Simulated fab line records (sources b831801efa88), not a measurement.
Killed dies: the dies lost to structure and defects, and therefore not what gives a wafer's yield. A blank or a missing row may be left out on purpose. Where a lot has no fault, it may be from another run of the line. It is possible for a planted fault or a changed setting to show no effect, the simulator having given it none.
fab line records	flow sky130
record: lots: 5	wafers: 15	last_day: 50
route steps=708 shown GATE_OXIDE@201 POLY_GATE@204 RES_PROTECT@206 PAD_OPEN@708
lots with no fault: from the same line, run without faults
start_h: hours from the record's first day to the start of the lot's first wafer shown	wait_h: hours from the lot's prior step to this one	" identical to the entry in the row above	L1.1+2: several wafers, shown together as one row	- no value, or no start given	* or withheld: withheld	< > ~ a bound
route shown NAME@n: names a module that has steps shown in the file, with the first one's number in the route	usual: average and standard deviation across the fault-free wafers	same: alike in all rows	chamber/n: place in a boat	sites: readings site by site	_std_site: standard deviation of those values	_edge_site: the outer-site mean with the inner-site mean subtracted	radius_mm: how far each site lies from the wafer's centre	mask NAME#n: copy n	behind: tool/chamber where the wafer was last shaped	hold: why the lot went on hold/how many hours it stayed there/how the hold came to an end	device: whichever transistor did not switch (one of n, p or np)	end of line: tests of these same wafers at the route's end	a step without rows: its recipe alone	killed: the dies lost at the first sort to structure and to defects; this is not the yield of the wafer	map: per-die view of a wafer (x killed, . not killed, _ where there is no die)
set.NAME: the setting as run; set.NAME@STEP: as run at that earlier step	model.NAME: the simulator's own value behind a step, which no gauge read
lots seen at some steps along the route; tables by step, rows by wafer
services: from which hour (start_h, from the record's first day; less than 0 if before it) a tool's chamber was out of use, for how many hours, and why
== steps ==
step: SKY_GATE_OXIDE_TW_MEAS_14
usual: GATE_OXIDE_TW: 222.8/2.3
lot.wafer	tool	chamber	start_h	wait_h	GATE_OXIDE_TW
L831.2	film_metro-04	-	330.99	0.1	226.0
L831.3	"	-	"	"	226.0
L831.5	"	-	"	"	225.4
L835.2	film_metro-02	-	364.17	0.1	219.2
L835.3	"	-	"	"	219.6
L835.6	"	-	"	"	219.6
L842.1	film_metro-02	-	425.38	0.1	221.4
L842.4	"	-	"	"	218.6
L842.6	"	-	"	"	221.4
L848.2	film_metro-03	-	475.54	0.1	222.5
L848.3	"	-	"	"	223.5
L848.5	"	-	"	"	222.5
L850.1	film_metro-03	-	493.99	0.1	222.8
L850.2	"	-	"	"	222.9
L850.6	"	-	"	"	225.0
step: SKY_GATE_OXIDE_CLEAN_15
recipe: chemistry: SC1/SC2	mix: 1:4:20	temp_c: 70	time_s: 150	dry: n2_spin
step: SKY_GATE_OXIDE_OXIDATION_16
recipe: temp_c: 800	ambient: O2	idle_temp_c: 700	ramp_up_c_per_min: 10	ramp_down_c_per_min: 3	stabilise_s: 600	purge_s: 300	target_thk_a: 35.7	ox_time_s: 1915
step: SKY_POLY_GATE_CVD_00
recipe: material: poly-Si	target_thk_nm: 180	temp_c: 620	time_s: 720	pressure_mtorr: 200
step: SKY_POLY_GATE_THK_MEAS_01
recipe: reads: poly-Si_of_POLY_GATE_CVD_00
usual: POLY_GATE_CVD_00_THK: 180.5/1.1
lot.wafer	tool	chamber	start_h	wait_h	POLY_GATE_CVD_00_THK[nm]
L831.2	film_metro-02	-	334.51	0.0	179.2
L831.3	"	-	"	"	180.2
L831.5	"	-	"	"	181.5
L835.2	film_metro-02	-	367.61	0.0	180.8
L835.3	"	-	"	"	179.0
L835.6	"	-	"	"	181.7
L842.1	film_metro-02	-	432.57	0.0	182.1
L842.4	"	-	"	"	180.8
L842.6	"	-	"	"	182.5
L848.2	film_metro-01	-	478.38	0.0	181.8
L848.3	"	-	"	"	180.5
L848.5	"	-	"	"	181.7
L850.1	film_metro-01	-	497.74	0.0	179.4
L850.2	"	-	"	"	179.2
L850.6	"	-	"	"	178.7
step: SKY_RES_PROTECT_DEHYDRATE_00
recipe: temp_c: 200	time_s: 60
step: SKY_RES_PROTECT_HMDS_01
recipe: prime_time_s: 60	prime_temp_c: 120
step: SKY_RES_PROTECT_COAT_02
recipe: resist: NOVOLAK	spin_rpm: 3000	resist_thk_nm: 1140
step: SKY_RES_PROTECT_SOFTBAKE_03
recipe: temp_c: 90	time_s: 62.71	resist: NOVOLAK
usual: heater_power_total_W: 56.72/0.053	plate_sensor_t_centre_C: 90.756/0.01	plate_sensor_t_edge_C: 90.829/0.0089	resist_line_temp_C: 23.01/0.11
lot.wafer	tool	chamber	start_h	wait_h	heater_power_total_W	plate_sensor_t_centre_C	plate_sensor_t_edge_C	resist_line_temp_C
L831.2	litho_track-03	0	348.06	0.1	56.55	90.776	90.839	22.93
L831.3	"	0	"	"	56.74	90.767	90.831	22.98
L831.5	"	0	"	"	56.73	90.754	90.848	23.20
L835.2	litho_track-04	0	381.34	0.1	56.71	90.753	90.828	23.09
L835.3	"	0	"	"	56.74	90.754	90.831	23.05
L835.6	"	0	"	"	56.76	90.759	90.817	22.96
L842.1	litho_track-03	0	447.29	0.1	56.69	90.746	90.832	23.02
L842.4	"	0	"	"	56.80	90.757	90.841	22.95
L842.6	"	0	"	"	56.59	90.741	90.823	22.99
L848.2	litho_track-01	0	494.22	0.1	56.69	90.768	90.809	23.07
L848.3	"	0	"	"	56.71	90.772	90.831	23.01
L848.5	"	0	"	"	56.75	90.745	90.838	22.91
L850.1	litho_track-01	0	512.34	0.1	56.77	90.774	90.835	22.99
L850.2	"	0	"	"	56.81	90.761	90.827	22.90
L850.6	"	0	"	"	56.69	90.757	90.851	23.08
step: SKY_RES_PROTECT_EXPOSE_04
recipe: mask_id: RPM	na: 0.6	source_shape: conventional	sigma_outer: 0.6	polarization: unpolarized	target_cd_nm: 1270	dose_mj: 131
step: SKY_RES_PROTECT_PEB_05
recipe: temp_c: withheld	time_s: *	resist: NOVOLAK
step: SKY_RES_PROTECT_DEVELOP_06
recipe: resist: NOVOLAK	developer: TMAH	develop_time_s: 60	dev_temp_c: 23
step: SKY_POLY_GATE_IMPLANT_02
recipe: species: P	energy_kev: 30	dose_cm2: 7.7e+15	tilt_deg: 0
lot.wafer	tool	chamber	start_h	wait_h
L831.2+3+5	implanter-04	0	361.39	0.1
L835.2+3+6	implanter-01	0	395.69	0.1
L842.1+4+6	implanter-04	0	462.44	0.1
L848.2+3+5	implanter-02	0	509.04	0.1
L850.1+2+6	implanter-02	0	527.82	0.1
step: SKY_RES_PROTECT_STRIP_07
recipe: chemistry: O2/N2	power_w: 1400	pressure_mtorr: 1500	platen_temp_c: withheld	o2_flow_sccm: 3000	n2_flow_sccm: 300	overash_fraction: 0.5
usual: chamber_pressure_mTorr: 1499.8/1.3	drypump_motor_current_A: 5.7/0.51	oes_product_au: 0.518/0.0046	strip_time_to_endpoint_s: 23.29/0.041
lot.wafer	tool	chamber	start_h	wait_h	chamber_pressure_mTorr	drypump_motor_current_A	oes_product_au	rf_hours_counter_h	strip_time_to_endpoint_s
L831.2	plasma_asher-04	1	361.52	0.1	1500.3	5.5	0.517	55	23.31
L831.3	"	1	"	"	1500.2	5.4	0.529	-	23.35
L831.5	"	1	"	"	1501.6	5.4	0.518	-	23.33
L835.2	plasma_asher-03	0	395.82	0.1	1499.0	6.1	0.526	68	23.25
L835.3	"	1	"	"	1498.3	6.4	0.520	-	23.33
L835.6	"	1	"	"	1500.7	6.5	0.518	-	23.29
L842.1	plasma_asher-04	0	462.59	0.1	1498.8	5.0	0.520	65	23.15
L842.4	"	0	"	"	1500.4	5.0	0.512	-	23.19
L842.6	"	1	"	"	1498.9	5.4	0.511	-	23.15
L848.2	plasma_asher-04	0	509.17	0.1	1501.3	5.0	0.519	71	23.28
L848.3	"	1	"	"	1499.2	5.4	0.513	-	23.28
L848.5	"	0	"	"	1500.3	5.0	0.507	-	23.28
L850.1	plasma_asher-04	0	527.97	0.1	1500.5	5.0	0.524	74	23.26
L850.2	"	1	"	"	1501.2	5.4	0.519	74	23.29
L850.6	"	1	"	"	1499.8	5.5	0.516	-	23.27
step: SKY_RES_PROTECT_TW_MEAS_08
usual: POLY_GATE_TW: 4015/46
lot.wafer	tool	chamber	start_h	wait_h	POLY_GATE_TW
L831.2	film_metro-01	-	361.63	0.1	4079
L831.3	"	-	"	"	4076
L831.5	"	-	"	"	4069
L835.2	film_metro-02	-	395.93	0.1	3963
L835.3	"	-	"	"	3960
L835.6	"	-	"	"	3943
L842.1	film_metro-03	-	462.69	0.1	4026
L842.4	"	-	"	"	3996
L842.6	"	-	"	"	4038
L848.2	film_metro-02	-	509.28	0.1	3976
L848.3	"	-	"	"	3964
L848.5	"	-	"	"	3959
L850.1	film_metro-03	-	528.07	0.1	4058
L850.2	"	-	"	"	4029
L850.6	"	-	"	"	4026
step: SKY_PAD_OPEN_PROBE_99
usual: defect_limited_yield: 82.6/2.1	killed_at_M0_to_M3: 43/7.3	killed_at_M4_up: 3.1/1.8	killed_at_contacts: 24/5.4	killed_at_front_end: 15/4.1	killed_at_other: 0.2/0.52	killed_dies: 86/10	killed_open: 47/7.3	killed_short: 39/6.4	sort_bin_3_pad_short: 0.8/0.37	sort_bin_5_function: 10.1/1.4	sort_bin_6_memory: 6.4/1.2	sort_n_pass: 406/10	sort_yield_pct: 82.6/2.1
same: gross_dies: 492	killed_at_back_side: 0	sort_bin_4_leakage[%]: 0	sort_bin_8_speed[%]: 0
lot.wafer	tool	chamber	start_h	wait_h	defect_limited_yield[%]	killed_at_M0_to_M3	killed_at_M4_up	killed_at_contacts	killed_at_front_end	killed_at_other	killed_dies	killed_open	killed_short	sort_bin_3_pad_short[%]	sort_bin_5_function[%]	sort_bin_6_memory[%]	sort_n_pass	sort_yield_pct[%]
L831.2	prober-02	-	1092.16	0.1	82.1	52	2	23	11	0	88	51	37	1.0	11.0	5.9	404	82.1
L831.3	prober-02	-	1092.21	0.2	83.1	35	7	24	17	0	83	47	36	1.2	9.6	6.1	409	83.1
L831.5	prober-02	-	1092.31	0.2	77.8	53	6	28	22	0	109	62	47	1.0	13.4	7.7	383	77.8
L835.2	prober-02	-	1117.11	0.1	78.7	49	4	33	18	1	105	62	43	0.2	11.8	9.3	387	78.7
L835.3	prober-02	-	1117.16	0.2	81.5	48	3	23	17	0	91	51	40	1.0	11.4	6.1	401	81.5
L835.6	prober-02	-	1117.31	0.2	81.7	43	2	33	12	0	90	52	38	1.2	10.2	6.9	402	81.7
killed by level:class
L831.2 VIA1:geometric_particle:open=15 VIA3:geometric_particle:open=10 CONTACT:geometric_particle:open=9 LI_CONTACT:geometric_particle:open=7 VIA1:geometric_particle:short=6 METAL1:geometric_particle:short=4 VIA2:geometric_particle:open=4 VIA3:geometric_particle:short=4
L831.3 LI_CONTACT:geometric_particle:open=12 VIA1:geometric_particle:open=9 FIELD_ISO:geometric_particle:short=5 CONTACT:geometric_particle:short=5 VIA1:geometric_particle:short=5 VIA2:geometric_particle:short=5 POLY_GATE:geometric_particle:short=4 CONTACT:geometric_particle:open=4
L831.5 VIA1:geometric_particle:open=12 LI_CONTACT:geometric_particle:open=11 VIA2:geometric_particle:open=8 FIELD_ISO:geometric_particle:open=7 VIA3:geometric_particle:open=7 CONTACT:geometric_particle:open=7 LI_CONTACT:geometric_particle:short=5 POLY_GATE:geometric_particle:short=5
L835.2 CONTACT:geometric_particle:open=13 VIA1:geometric_particle:open=11 LI_CONTACT:geometric_particle:open=11 METAL3:geometric_particle:short=8 FIELD_ISO:geometric_particle:open=7 VIA1:geometric_particle:short=7 VIA3:geometric_particle:open=6 VIA2:geometric_particle:open=5
L835.3 VIA1:geometric_particle:open=13 CONTACT:geometric_particle:open=10 VIA3:geometric_particle:open=8 CONTACT:geometric_particle:short=7 FIELD_ISO:geometric_particle:open=6 VIA1:geometric_particle:short=5 METAL2:geometric_particle:short=5 POLY_GATE:geometric_particle:short=4
L835.6 CONTACT:geometric_particle:open=15 VIA1:geometric_particle:open=8 FIELD_ISO:geometric_particle:open=6 VIA3:geometric_particle:short=6 LI_CONTACT:geometric_particle:open=6 VIA3:geometric_particle:open=6 CONTACT:geometric_particle:short=6 METAL1:geometric_particle:short=5
== services ==
tool	chamber	start_h	hours	kind
implanter-01	-	334.84	4.1	repair
implanter-02	-	341.40	0.9	repair
implanter-01	-	360.78	2.1	pm
implanter-02	-	394.73	6.7	pm
implanter-01	-	456.49	6.4	repair
plasma_asher-03	-	460.92	0.6	repair
plasma_asher-03	-	503.55	15.6	pm
implanter-02	-	510.49	1.0	repair
implanter-01	-	522.30	2.5	repair
== key ==
first_sign: step: SKY_RES_PROTECT_STRIP_07	reading: strip_time_to_endpoint_s	direction: down	sigmas: 3	usual: *	struck: *
effect none on later readings
met_at SKY_POLY_GATE_IMPLANT_02
struck_wafers L842.1,L842.4,L842.6
rows_end L842.1,L842.4,L842.6
onset_between 361.39 462.44
also_fits SKY_RES_PROTECT_SOFTBAKE_03:litho_track-03
fault: kind: process_parameter_drift	tool: implanter-04	chamber: -	onset_h: 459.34	steps: SKY_POLY_GATE_IMPLANT_02	channel: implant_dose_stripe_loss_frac	offset: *	shape: step	end_h: 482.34
rows_end: these wafers met a further fault down the route, and their rows from its step on are left out
